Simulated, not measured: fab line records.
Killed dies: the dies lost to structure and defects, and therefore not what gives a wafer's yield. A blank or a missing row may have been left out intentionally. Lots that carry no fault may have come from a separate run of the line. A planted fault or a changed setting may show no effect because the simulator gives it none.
Matching of chambers / flow sky130 / SKY_CONTACT_CMP_04 on cmp-02: 4 sister chambers
The step polishes SiO2. 4 wafers are shown with their chamber, then 9 later ones without.

WAFERS PAIRED WITH THEIR CHAMBERS
wafer=L988.4; chamber=0; motor_current_A (A)=13.8
wafer=L991.6; chamber=3; motor_current_A (A)=12.3
wafer=L992.2; chamber=1; motor_current_A (A)=11.1
wafer=L992.5; chamber=2; motor_current_A (A)=15.4

WAFERS WITHOUT THEIR CHAMBER
wafer=L995.3; motor_current_A (A)=15.6
wafer=L995.4; motor_current_A (A)=12.1
wafer=L995.6; motor_current_A (A)=12.4
wafer=L106.3; motor_current_A (A)=11.0
wafer=L106.4; motor_current_A (A)=14.8
wafer=L106.5; motor_current_A (A)=10.4
wafer=L108.2; motor_current_A (A)=11.2
wafer=L108.5; motor_current_A (A)=16.0
wafer=L108.6; motor_current_A (A)=10.8

CHAMBER TAKEN BY EACH
wafer=L995.3; from the rows above=2; in truth=2
wafer=L995.4; from the rows above=3; in truth=3
wafer=L995.6; from the rows above=3; in truth=3
wafer=L106.3; from the rows above=1; in truth=1
wafer=L106.4; from the rows above=can't be placed: 2 or 0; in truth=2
wafer=L106.5; from the rows above=1; in truth=1
wafer=L108.2; from the rows above=1; in truth=1
wafer=L108.5; from the rows above=2; in truth=2
wafer=L108.6; from the rows above=1; in truth=1
Correctly placed: 8 of 9. Not placeable from these rows: 1 (in 1, the candidates include the true chamber). Wrongly placed: 0.
How it was worked out, from the rows above alone: a wafer's distance from a chamber is the root of the sum, over the readings, of the square of ((its reading less the chamber's mean) divided by the reading's scatter). The wafer belongs to the nearest chamber; if the next one is less than 2 further off, it can't be placed. For every chamber, the mean is computed from those of its wafers that are shown. The scatter (one wafer shown for each chamber): square how far every hidden wafer sits from the nearest shown wafer, average those squares and take the square root.
